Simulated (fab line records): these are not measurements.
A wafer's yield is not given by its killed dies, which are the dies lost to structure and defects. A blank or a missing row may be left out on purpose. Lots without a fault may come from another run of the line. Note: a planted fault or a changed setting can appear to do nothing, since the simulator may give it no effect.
fab line records ; flow gf180mcu
record lots=14; wafers=42; last_day=34
route steps=602 shown M4@457 V4@480
lots that met no fault: from a run of the same line without faults
start_h: the number of hours between the record's first day and the start of the first shown wafer of the lot ; wait_h: hours from the lot's prior step to this one ; " as in the row above ; L1.1+2: several wafers, shown together as one row ; - no value, or no start given ; * or withheld: withheld ; < > ~ a bound
route shown NAME@n: NAME is a module with steps in the file, n the number in the route of the first one ; usual: mean/standard deviation of fault-free wafers ; same: alike in all rows ; chamber/n: place in a boat ; sites: per-site readings ; _std_site: the standard deviation of these ; _edge_site: outer sites' mean less inner sites' ; radius_mm: how far each site lies from the wafer's centre ; mask NAME#n: copy n ; behind: the last tool/chamber to shape the wafer ; hold: why the lot went on hold/how many hours it stayed there/how the hold came to an end ; device: transistor that didn't switch, given as n, p or np ; end of line: tests of these same wafers at the route's end ; for a step that has no rows: nothing shown but its recipe ; killed: count of dies lost to structure and defects at first sort (not the wafer's yield) ; map: the dies of a wafer, with x for killed, . for not killed, _ for no die there
set.NAME: the run value of the setting; set.NAME@STEP: its run value at that earlier step ; model.NAME: the simulator's own value behind a step, which no gauge read
a sample of lots followed through the steps of the route, with each step as a table and each wafer as a row
services: a tool's chamber out of use, with start hour (start_h, from the record's first day; less than 0 if before it), hours out, and reason
## steps
# step GF_M4_SPUTTER_01
# recipe material=TiN; target_thk_nm=30; power_w=6500; time_s=25; chamber_pressure_pa=0.4
# usual throttle_valve_pct=29.7/1.3
lot.wafer;tool;chamber;start_h;wait_h;throttle_valve_pct
L844.1;pvd_sputter-04;-;508.15;0.1;31.1
L844.3;pvd_sputter-04;-;508.15;0.1;31.6
L844.5;pvd_sputter-04;-;508.15;0.1;30.4
L845.2;pvd_sputter-01;-;513.78;0.1;27.7
L845.3;pvd_sputter-01;-;513.78;0.1;28.8
L845.5;pvd_sputter-01;-;513.78;0.1;27.4
L846.3;pvd_sputter-01;-;526.71;0.1;29.3
L846.5;pvd_sputter-01;-;526.71;0.1;29.1
L846.6;pvd_sputter-01;-;526.71;0.1;27.6
L850.3;pvd_sputter-01;-;563.06;0.1;28.7
L850.4;pvd_sputter-01;-;563.06;0.1;29.5
L850.5;pvd_sputter-01;-;563.06;0.1;27.3
L851.1;pvd_sputter-03;-;575.32;0.1;30.5
L851.3;pvd_sputter-03;-;575.32;0.1;29.9
L851.6;pvd_sputter-03;-;575.32;0.1;29.9
L852.3;pvd_sputter-01;-;596.23;0.1;29.2
L852.5;pvd_sputter-01;-;596.23;0.1;27.7
L852.6;pvd_sputter-01;-;596.23;0.1;28.7
L853.1;pvd_sputter-04;-;604.64;0.1;30.2
L853.3;pvd_sputter-04;-;604.64;0.1;31.4
L853.6;pvd_sputter-04;-;604.64;0.1;31.6
L854.4;pvd_sputter-04;-;607.38;0.1;28.9
L854.5;pvd_sputter-04;-;607.38;0.1;31.3
L854.6;pvd_sputter-04;-;607.38;0.1;30.2
L855.3;pvd_sputter-04;-;620.28;0.1;31.7
L855.4;pvd_sputter-04;-;620.28;0.1;30.2
L855.5;pvd_sputter-04;-;620.28;0.1;28.7
L856.1;pvd_sputter-04;-;624.41;0.1;31.4
L856.5;pvd_sputter-04;-;624.41;0.1;30.0
L856.6;pvd_sputter-04;-;624.41;0.1;31.2
L857.3;pvd_sputter-03;-;630.51;0.1;28.2
L857.4;pvd_sputter-03;-;630.51;0.1;31.4
L857.6;pvd_sputter-03;-;630.51;0.1;27.8
L863.1;pvd_sputter-03;-;673.05;0.1;28.2
L863.2;pvd_sputter-03;-;673.05;0.1;31.1
L863.4;pvd_sputter-03;-;673.05;0.1;30.7
L864.2;pvd_sputter-03;-;675.04;0.1;30.9
L864.4;pvd_sputter-03;-;675.04;0.1;30.5
L864.6;pvd_sputter-03;-;675.04;0.1;31.4
L866.4;pvd_sputter-04;-;684.77;0.0;31.9
L866.5;pvd_sputter-04;-;684.77;0.0;28.6
L866.6;pvd_sputter-04;-;684.77;0.0;31.3
# step GF_M4_CD_MEAS_14
# recipe target_cd_nm=280
# usual cd_nm=280.5/1.4
lot.wafer;tool;chamber;start_h;wait_h;cd_nm
L844.1;cd_sem-01;-;531.56;0.1;280.4
L844.3;cd_sem-01;-;531.56;0.1;279.9
L844.5;cd_sem-01;-;531.56;0.1;280.8
L845.2;cd_sem-02;-;536.14;0.1;279.3
L845.3;cd_sem-02;-;536.14;0.1;279.2
L845.5;cd_sem-02;-;536.14;0.1;279.5
L846.3;cd_sem-01;-;550.01;0.1;282.3
L846.5;cd_sem-01;-;550.01;0.1;280.8
L846.6;cd_sem-01;-;550.01;0.1;281.4
L850.3;cd_sem-02;-;584.75;0.1;282.6
L850.4;cd_sem-02;-;584.75;0.1;283.1
L850.5;cd_sem-02;-;584.75;0.1;282.1
L851.1;cd_sem-02;-;596.92;0.1;280.0
L851.3;cd_sem-02;-;596.92;0.1;282.1
L851.6;cd_sem-02;-;596.92;0.1;280.5
L852.3;cd_sem-01;-;616.56;0.1;279.0
L852.5;cd_sem-01;-;616.56;0.1;277.5
L852.6;cd_sem-01;-;616.56;0.1;278.0
L853.1;cd_sem-02;-;625.06;0.1;278.1
L853.3;cd_sem-02;-;625.06;0.1;279.0
L853.6;cd_sem-02;-;625.06;0.1;278.4
L854.4;cd_sem-01;-;627.68;0.1;280.0
L854.5;cd_sem-01;-;627.68;0.1;281.5
L854.6;cd_sem-01;-;627.68;0.1;280.0
L855.3;cd_sem-01;-;640.20;0.1;279.0
L855.4;cd_sem-01;-;640.20;0.1;279.3
L855.5;cd_sem-01;-;640.20;0.1;279.6
L856.1;cd_sem-02;-;644.72;0.1;281.2
L856.5;cd_sem-02;-;644.72;0.1;280.9
L856.6;cd_sem-02;-;644.72;0.1;281.3
L857.3;cd_sem-02;-;650.05;0.1;280.2
L857.4;cd_sem-02;-;650.05;0.1;280.3
L857.6;cd_sem-02;-;650.05;0.1;280.2
L863.1;cd_sem-01;-;691.62;0.1;280.8
L863.2;cd_sem-01;-;691.62;0.1;281.1
L863.4;cd_sem-01;-;691.62;0.1;282.1
L864.2;cd_sem-02;-;693.19;0.1;278.6
L864.4;cd_sem-02;-;693.19;0.1;278.7
L864.6;cd_sem-02;-;693.19;0.1;280.0
L866.4;cd_sem-02;-;703.68;0.1;281.8
L866.5;cd_sem-02;-;703.68;0.1;282.6
L866.6;cd_sem-02;-;703.68;0.1;282.9
# step GF_M4_METAL_ETCH_16
# recipe chemistry=Cl2/BCl3; mask_material=KrF; target_depth_nm=627.5; stop_on=SiO2; pressure_mtorr=8; icp_w=800; bias_w=140; Cl2_flow_sccm=80; bcl3_flow_sccm=40; time_s=104.6
# usual drypump_motor_current_A=5.72/0.29; oes_product_au=0.974/0.0068; throttle_valve_pct=28.249/0.011
lot.wafer;tool;chamber;start_h;wait_h;drypump_motor_current_A;oes_product_au;rf_hours_counter_h;throttle_valve_pct
L844.1;rie_metal-04;0;531.72;0.0;5.60;0.985;0;28.248
L844.3;rie_metal-04;0;531.72;0.0;5.56;0.975;-;28.250
L844.5;rie_metal-04;0;531.72;0.0;5.54;0.974;-;28.237
L845.2;rie_metal-02;1;536.28;0.0;5.26;0.972;0;28.257
L845.3;rie_metal-02;0;536.28;0.0;5.80;0.972;-;28.259
L845.5;rie_metal-02;1;536.28;0.0;5.31;0.972;-;28.243
L846.3;rie_metal-02;0;550.16;0.1;5.78;0.975;-;28.250
L846.5;rie_metal-02;0;550.16;0.1;5.78;0.982;-;28.242
L846.6;rie_metal-02;1;550.16;0.1;5.32;0.980;-;28.225
L850.3;rie_metal-04;0;584.91;0.1;5.57;0.970;-;28.263
L850.4;rie_metal-04;1;584.91;0.1;5.78;0.972;-;28.256
L850.5;rie_metal-04;1;584.91;0.1;5.78;0.971;-;28.246
L851.1;rie_metal-01;1;597.07;0.0;5.80;0.990;12;28.227
L851.3;rie_metal-01;0;597.07;0.0;6.33;0.985;-;28.227
L851.6;rie_metal-01;0;597.07;0.0;6.34;0.981;-;28.252
L852.3;rie_metal-04;1;616.71;0.1;5.80;0.975;-;28.243
L852.5;rie_metal-04;0;616.71;0.1;5.56;0.980;-;28.235
L852.6;rie_metal-04;1;616.71;0.1;5.82;0.984;-;28.245
L853.1;rie_metal-04;0;625.22;0.0;5.59;0.976;3;28.240
L853.3;rie_metal-04;1;625.22;0.0;5.78;0.979;-;28.251
L853.6;rie_metal-04;1;625.22;0.0;5.80;0.968;-;28.240
L854.4;rie_metal-01;0;627.81;0.0;6.31;0.992;-;28.234
L854.5;rie_metal-01;1;627.81;0.0;5.80;0.984;-;28.231
L854.6;rie_metal-01;0;627.81;0.0;6.30;0.984;-;28.231
L855.3;rie_metal-04;1;640.36;0.1;5.84;0.972;-;28.250
L855.4;rie_metal-04;0;640.36;0.1;5.58;0.978;-;28.267
L855.5;rie_metal-04;0;640.36;0.1;5.58;0.973;-;28.231
L856.1;rie_metal-02;0;644.87;0.0;5.80;0.961;4;28.259
L856.5;rie_metal-02;1;644.87;0.0;5.37;0.965;-;28.259
L856.6;rie_metal-02;0;644.87;0.0;5.81;0.961;-;28.263
L857.3;rie_metal-02;1;650.21;0.1;5.34;0.975;-;28.264
L857.4;rie_metal-02;0;650.21;0.1;5.80;0.968;-;28.237
L857.6;rie_metal-02;1;650.21;0.1;5.33;0.975;-;28.248
L863.1;rie_metal-04;1;691.77;0.0;5.82;0.971;4;28.250
L863.2;rie_metal-04;0;691.77;0.0;5.57;0.982;6;28.262
L863.4;rie_metal-04;1;691.77;0.0;5.83;0.968;-;28.252
L864.2;rie_metal-04;1;693.33;0.0;5.84;0.976;4;28.248
L864.4;rie_metal-04;1;693.33;0.0;5.83;0.962;-;28.255
L864.6;rie_metal-04;0;693.33;0.0;5.59;0.971;-;28.287
L866.4;rie_metal-01;1;703.81;0.0;5.82;0.969;-;28.245
L866.5;rie_metal-01;0;703.81;0.0;6.36;0.975;-;28.253
L866.6;rie_metal-01;1;703.81;0.0;5.81;0.966;-;28.252
# step GF_V4_CMP_04
# recipe material=SiO2; down_force_psi=4; platen_rpm=60; pad_velocity_m_s=0.94248
# usual motor_current_A=12.3/1; time_to_endpoint_s=83/4.5
lot.wafer;tool;chamber;start_h;wait_h;motor_current_A;time_to_endpoint_s
L844.3;cmp-02;2;532.77;0.0;11.8;83
L844.1;cmp-02;0;532.77;0.0;11.4;80
L844.5;cmp-02;2;532.77;0.0;12.1;86
L845.3;cmp-01;3;537.19;0.0;12.6;78
L845.2;cmp-01;1;537.19;0.0;11.3;86
L845.5;cmp-01;0;537.19;0.0;13.1;84
L846.3;cmp-02;0;551.29;0.3;11.4;79
L846.5;cmp-02;0;551.29;0.3;10.4;79
L846.6;cmp-02;1;551.29;0.3;12.7;80
L850.4;cmp-02;0;585.84;0.1;11.7;84
L850.3;cmp-02;1;585.84;0.1;12.3;84
L850.5;cmp-02;3;585.84;0.1;14.2;89
L851.1;cmp-02;1;598.08;0.1;12.8;85
L851.3;cmp-02;3;598.08;0.1;14.7;83
L851.6;cmp-02;1;598.08;0.1;12.0;92
L852.3;cmp-02;2;617.78;0.2;12.1;77
L852.6;cmp-02;2;617.78;0.2;11.5;84
L852.5;cmp-02;3;617.78;0.2;14.7;81
L853.1;cmp-01;2;626.21;0.1;11.3;82
L853.3;cmp-01;3;626.21;0.1;12.7;80
L853.6;cmp-01;1;626.21;0.1;10.9;84
L854.4;cmp-01;3;628.68;0.0;12.9;89
L854.6;cmp-01;3;628.68;0.0;12.9;85
L854.5;cmp-01;0;628.68;0.0;12.9;84
L855.3;cmp-01;0;641.44;0.2;13.1;84
L855.4;cmp-01;1;641.44;0.2;11.3;88
L855.5;cmp-01;0;641.44;0.2;13.5;89
L856.1;cmp-02;1;645.92;0.1;12.1;78
L856.5;cmp-02;3;645.92;0.1;13.9;82
L856.6;cmp-02;0;645.92;0.1;11.7;79
L857.3;cmp-01;3;651.12;0.0;12.4;79
L857.4;cmp-01;2;651.12;0.0;10.8;90
L857.6;cmp-01;0;651.12;0.0;13.4;85
L863.4;cmp-01;0;692.68;0.0;13.4;30
L863.2;cmp-01;1;692.68;0.0;11.7;25
L863.1;cmp-01;2;692.68;0.0;11.2;24
L864.2;cmp-01;1;694.23;0.0;10.9;27
L864.4;cmp-01;2;694.23;0.0;11.4;30
L864.6;cmp-01;1;694.23;0.0;11.2;31
L866.4;cmp-02;2;704.73;0.1;12.1;85
L866.6;cmp-02;1;704.73;0.1;12.3;86
L866.5;cmp-02;2;704.73;0.1;12.5;84
# step GF_V4_ETCH_17
# recipe chemistry=C4F8/O2/Ar; mask_material=KrF; target=SiO2; stop_on=TiN; source_w=1500; bias_w=1200; pressure_mtorr=40; c4f8_flow_sccm=withheld; O2_flow_sccm=6; Ar_flow_sccm=300; time_s=withheld; target_depth_a=6300
# usual oes_product_au=0.856/0.0044
lot.wafer;tool;chamber;start_h;wait_h;oes_product_au
L844.1;rie_diel-04;2;-;-;0.858
L844.3;rie_diel-04;3;-;-;0.857
L844.5;rie_diel-04;0;-;-;0.854
L845.2;rie_diel-02;0;-;-;0.852
L845.3;rie_diel-02;1;-;-;0.852
L845.5;rie_diel-02;1;-;-;0.856
L846.3;rie_diel-01;1;-;-;0.855
L846.5;rie_diel-01;0;-;-;0.860
L846.6;rie_diel-01;3;-;-;0.856
L850.3;rie_diel-04;3;-;-;0.849
L850.4;rie_diel-04;3;-;-;0.854
L850.5;rie_diel-04;0;-;-;0.855
L851.1;rie_diel-02;3;-;-;0.853
L851.3;rie_diel-02;2;-;-;0.860
L851.6;rie_diel-02;3;-;-;0.857
L852.3;rie_diel-01;1;-;-;0.857
L852.5;rie_diel-01;3;-;-;0.846
L852.6;rie_diel-01;1;-;-;0.852
L853.1;rie_diel-04;0;-;-;0.854
L853.3;rie_diel-04;3;-;-;0.855
L853.6;rie_diel-04;1;-;-;0.848
L854.4;rie_diel-04;2;-;-;0.859
L854.5;rie_diel-04;1;-;-;0.861
L854.6;rie_diel-04;0;-;-;0.857
L855.3;rie_diel-04;2;-;-;0.853
L855.4;rie_diel-04;2;-;-;0.861
L855.5;rie_diel-04;0;-;-;0.854
L856.1;rie_diel-01;0;-;-;0.859
L856.5;rie_diel-01;3;-;-;0.859
L856.6;rie_diel-01;0;-;-;0.857
L857.3;rie_diel-01;3;-;-;0.857
L857.4;rie_diel-01;0;-;-;0.862
L857.6;rie_diel-01;1;-;-;0.858
L863.1;rie_diel-01;1;-;-;0.980
L863.2;rie_diel-01;0;-;-;0.969
L863.4;rie_diel-01;2;-;-;0.968
L864.2;rie_diel-02;1;-;-;0.980
L864.4;rie_diel-02;2;-;-;0.966
L864.6;rie_diel-02;2;-;-;0.975
L866.4;rie_diel-04;2;-;-;0.862
L866.5;rie_diel-04;2;-;-;0.859
L866.6;rie_diel-04;3;-;-;0.852
## services
tool;chamber;start_h;hours;kind
rie_diel-02;3;516.42;2.4;repair
rie_metal-01;-;518.32;0.4;repair
rie_diel-01;-;547.98;1.5;repair
cmp-01;-;550.22;15.7;pm
rie_diel-04;-;560.34;1.4;repair
pvd_sputter-03;-;561.38;0.7;repair
cmp-01;-;565.93;4.1;pm
cmp-01;-;572.00;4.0;pm
cmp-01;-;585.55;32.8;repair
cmp-02;-;588.57;2.1;repair
rie_metal-02;-;614.28;2.8;pm
cmp-01;-;618.35;7.0;pm
cmp-02;-;625.36;3.4;pm
rie_diel-01;0;629.51;9.7;repair
rie_diel-02;-;632.01;2.8;pm
rie_metal-04;1;652.73;21.3;repair
rie_metal-02;0;652.94;3.5;repair
cmp-02;-;666.25;6.4;pm
pvd_sputter-03;-;683.69;2.2;repair
rie_metal-02;-;687.09;15.6;pm
cmp-01;-;689.86;1.6;repair
rie_diel-04;1;698.01;10.7;repair
rie_diel-01;2;706.25;3.1;repair
cmp-02;-;707.93;1.9;repair
## key
first_sign step=GF_V4_CMP_04; reading=time_to_endpoint_s; direction=down; sigmas=12; usual=*; struck=*
effect step=GF_V4_ETCH_17; reading=oes_product_au; direction=up; sigmas=26; usual=0.856; struck=0.973
met_at GF_V4_CMP_04
struck_lots L863,L864
sort_left_out L863.1,L863.2,L863.4,L864.2,L864.4,L864.6
not_acting_at GF_M4_SPUTTER_01,GF_M4_CD_MEAS_14,GF_M4_METAL_ETCH_16
onset_between 651.12 692.68
fault kind=process_parameter_drift; tool=cmp-01; chamber=-; onset_h=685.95; steps=GF_V4_CMP_04; channel=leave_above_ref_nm; offset=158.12; shape=step; end_h=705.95; acts_in=these_recipes_only; stated=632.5
# sort_left_out: the simulated sort isn't trusted on such a fault, so these wafers' sort isn't shown, and their yield isn't known
